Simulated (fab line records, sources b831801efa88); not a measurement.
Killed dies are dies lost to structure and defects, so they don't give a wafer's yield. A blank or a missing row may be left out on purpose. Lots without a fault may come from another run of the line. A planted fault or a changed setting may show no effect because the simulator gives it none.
Split-lot experiment | flow sky130 | 5 lots, 23 wafers read, on a route of 708 steps

THE SPLIT
At SKY_LI_CONTACT_CMP_02 (polishes PSG), the setting leave_above_ref_nm was moved away from the recipe's 597.2 nm on 6 of the 23 wafers read, by -3.4% to -2.1%. The other wafers ran this setting at the recipe's value.

The reading is taken at the split's own step.

THE READING
PSG_of_LI_CONTACT_HDPCVD_00.thk_nm (the simulator's own value, which no gauge read), in nm, at SKY_LI_CONTACT_CMP_02 (polishes PSG). The file gives no usual value for it. The 17 wafers here that ran the recipe average 596.5 nm, standard deviation 0.93 nm.

wafer  | tool, chamber at the split | leave_above_ref_nm as run, nm | against the recipe | PSG_of_LI_CONTACT_HDPCVD_00.thk_nm, nm | against lot-mates on the recipe
L076.2 | cmp-02, 1                  | 597.2                         | recipe             | 595.2                                  | -
L076.4 | cmp-02, 3                  | 597.2                         | recipe             | 596                                    | -
L076.5 | cmp-02, 1                  | 597.2                         | recipe             | 596.1                                  | -
L077.1 | cmp-01, 1                  | 597.2                         | recipe             | 596.5                                  | -
L077.2 | cmp-01, 2                  | 597.2                         | recipe             | 597.3                                  | -
L077.4 | cmp-01, 3                  | 597.2                         | recipe             | 597.3                                  | -
L077.6 | cmp-01, 0                  | 597.2                         | recipe             | 596                                    | -
L077.5 | cmp-01, 1                  | 597.2                         | recipe             | 597.1                                  | -
L082.2 | cmp-02, 3                  | 584.8                         | -2.1%              | 585.8                                  | -11.0
L082.3 | cmp-02, 0                  | 584.8                         | -2.1%              | 584.7                                  | -12.1
L082.4 | cmp-02, 1                  | 597.2                         | recipe             | 596.8                                  | -
L082.1 | cmp-02, 2                  | 584.8                         | -2.1%              | 585.9                                  | -10.9
L082.6 | cmp-02, 0                  | 597.2                         | recipe             | 596.8                                  | -
L083.2 | cmp-01, 2                  | 597.2                         | recipe             | 596.6                                  | -
L083.1 | cmp-01, 3                  | 597.2                         | recipe             | 594.7                                  | -
L083.3 | cmp-01, 0                  | 597.2                         | recipe             | 598.3                                  | -
L083.4 | cmp-01, 1                  | 597.2                         | recipe             | 597.5                                  | -
L083.6 | cmp-01, 3                  | 597.2                         | recipe             | 596.8                                  | -
L084.2 | cmp-02, 0                  | 576.9                         | -3.4%              | 576                                    | -20.1
L084.3 | cmp-02, 2                  | 597.2                         | recipe             | 597.3                                  | -
L084.1 | cmp-02, 3                  | 576.9                         | -3.4%              | 575.7                                  | -20.4
L084.6 | cmp-02, 0                  | 576.9                         | -3.4%              | 574.9                                  | -21.2
L084.5 | cmp-02, 1                  | 597.2                         | recipe             | 595                                    | -

THE FIT
A straight line over all 23 wafers: PSG_of_LI_CONTACT_HDPCVD_00.thk_nm changes by +5.98 nm for each +1% of leave_above_ref_nm; r = +0.99; the points scatter about the line by 1 nm.
The same after taking each lot's own level away (the mean of its wafers on the recipe; 23 wafers): +5.92 nm for each +1%; r = +0.99; scatter 0.89 nm.
On that fit, the largest move of leave_above_ref_nm shifts the reading by 20 nm.
The lots' own levels span 595.77 to 596.84 nm, that is 1.2 times the standard deviation above.
So the lot-to-lot level changes the slope little: the two slopes agree.
Check: with one of the wafers moved furthest among these (-3.4%) left out of the fit, the line predicts -20 nm for it against its lot-mates. It came out at -20.1 nm against them.
Tool readings at the split's step, against how far the setting was moved: time_to_endpoint_s r = +0.11.

OTHER SPLITS ON THESE WAFERS
These wafers also went through other splits before the reading. Each is held against what the fit with the lots' levels taken away leaves over:
other split on the same wafers      | wafers away from the commonest value | r with PSG_of_LI_CONTACT_HDPCVD_00.thk_nm (lot level and that fit taken away)
SKY_GATE_OXIDE_SOFTBAKE_06 temp_c   | 6                                    | -0.17
SKY_RES_PROTECT_COAT_02 spin_rpm    | 7                                    | +0.28
SKY_POLY_GATE_CVD_03 pressure_mtorr | 10                                   | -0.10
SKY_POLY_GATE_EXPOSE_10 dose_mj     | 6                                    | +0.19
SKY_LDD_N_SOFTBAKE_03 temp_c        | 10                                   | -0.23
SKY_LDD_P_IMPLANT_09 dose_cm2       | 8                                    | +0.16
SKY_LDD_HVN_SOFTBAKE_03 temp_c      | 6                                    | -0.28
SKY_LDD_HVP_SOFTBAKE_03 temp_c      | 11                                   | -0.14
SKY_SD_N_STRIP_11 power_w           | 8                                    | +0.08
SKY_LI_CONTACT_HDPCVD_00 time_s     | 11                                   | +0.24

THE FILE'S OWN FIT
PSG_of_LI_CONTACT_HDPCVD_00.thk_nm changes by +5.9 nm for each +1% of leave_above_ref_nm, r = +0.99.
